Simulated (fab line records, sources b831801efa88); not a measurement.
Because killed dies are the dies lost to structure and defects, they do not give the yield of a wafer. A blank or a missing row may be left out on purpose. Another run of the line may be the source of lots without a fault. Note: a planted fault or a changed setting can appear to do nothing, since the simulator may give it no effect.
2 desks looking at one fault -- flow sky130 -- every desk sees just its own numbers, and what lay behind them comes last

AT THE TOOL OWNER'S DESK: litho track-01
The tool's own readings at SKY_CAPM_COAT_07 (resist thk 1140 nm): means of the sampled wafers that have a number, for each lot that ran on this tool. If a lot's mean is further than 4 standard deviations from the usual mean, the lot is out of limits and carries the mark OUT (the distance appears in the brackets).
Columns: A = spin speed rpm at SKY_CAPM_COAT_07, usual 3000.5 rpm
lot,first seen here,A
L386,day 37 09:17,3001.9
L393,day 40 00:04,3001.5
L395,day 40 04:29,2912.3 (-40) OUT
L396,day 40 07:19,2911.7 (-40) OUT
L397,day 40 15:10,2912.1 (-40) OUT
Finding of this desk: L395, L396, L397 out of limits; the first was L395 at day 40 04:29, on spin speed rpm at SKY_CAPM_COAT_07. L386, L393 stayed within limits.

FROM THE METROLOGY DESK
What the gauges read for every lot (on any tool): the sampled wafers with a number, averaged. If a lot's mean is further than 4 standard deviations from the usual mean, the lot is out of limits and carries the mark OUT (the distance appears in the brackets).
Columns: A = LOCAL_INTERCONNECT_TIN_THK at SKY_LOCAL_INTERCONNECT_THK_MEAS_02, usual 99.2 nm; B = cd nm at SKY_CONTACT_CD_MEAS_14, usual 169.9 nm
lot,first seen here,A,B
L384,day 29 10:25,100.2,170.6
L386,day 29 17:11,99.0,168.8
L387,day 30 12:22,100.9,169.3
L391,day 31 19:43,99.7,170.2
L393,day 32 13:19,99.5,167.7
L395,day 32 18:59,98.5,169.1
L396,day 32 23:10,100.4,169.9
L397,day 33 07:22,98.3,169.0
L398,day 33 17:38,98.1,168.4
L405,day 35 23:11,97.8,169.1
L406,day 35 23:49,99.0,169.8
This desk's verdict: no lot among the 11 shows anything out of limits.

ALL TOGETHER
The tool owner's desk could have raised an alarm at day 40 04:29, on L395, L396, L397.
From the metrology desk's view, nothing was out of limits.
The metrology desk has L395, L396, L397 on record, within its limits.
The lots listed all ran SKY_CAPM_COAT_07 on litho track-01.

WHAT HAD BEEN PUT IN BY THE SIMULATOR
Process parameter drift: litho track-01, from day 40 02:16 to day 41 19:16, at SKY_CAPM_COAT_07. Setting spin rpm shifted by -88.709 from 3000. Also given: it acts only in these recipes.
Struck lots among those shown: L395, L396, L397.
Delay in hours, fault start to first out-of-limits reading, by desk: the tool owner's desk at 2.
